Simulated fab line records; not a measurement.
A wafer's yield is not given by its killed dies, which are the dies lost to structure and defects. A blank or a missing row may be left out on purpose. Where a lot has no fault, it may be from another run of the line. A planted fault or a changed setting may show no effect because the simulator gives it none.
Which tool is to blame? / flow sky130 / route of 708 steps, sampled at 1 step: 6 lots, 18 wafers

## WHAT EACH GAUGE READ, for each wafer
SKY_CONTACT_OVL_MEAS_15.
lot=L829; measured=day 32 09:50; on=overlay-02; CONTACT_OVL (nm)=10 -5 5
lot=L831; measured=day 32 19:10; on=overlay-02; CONTACT_OVL (nm)=-3 -2 0
lot=L837; measured=day 35 08:17; on=overlay-02; CONTACT_OVL (nm)=-10 1 0
lot=L845; measured=day 37 10:07; on=overlay-01; CONTACT_OVL (nm)=6 6 2
lot=L849; measured=day 38 07:06; on=overlay-02; CONTACT_OVL (nm)=3 6 1
lot=L850; measured=day 39 09:16; on=overlay-01; CONTACT_OVL (nm)=-2 -12 -3

## WHAT TOOL EACH LOT RAN ON (gives the tool, then ch and the chambers of the sampled wafers, and finally the start)
No process step before these readings appears in the record.

## THE ANSWER, worked out from the rows above alone
Rule: the lots themselves supply what counts as usual. Put in order of their means at a reading, lots are off if they are a third of the lots or fewer, leave a main group of 4 or more, and stand apart from it by a gap of 3 or more times the standard deviation of the main group's means; of several such gaps the widest counts. Not used: any main group whose means are identical at the precision the tables above print for the reading. A lot without any number at a reading at which 4 lots or more have one is off too. Any other lot the step has rows for is counted as sound.
No lot is off at any reading shown: from this, nothing can be told.

## WHAT THE SIMULATOR PUT IN
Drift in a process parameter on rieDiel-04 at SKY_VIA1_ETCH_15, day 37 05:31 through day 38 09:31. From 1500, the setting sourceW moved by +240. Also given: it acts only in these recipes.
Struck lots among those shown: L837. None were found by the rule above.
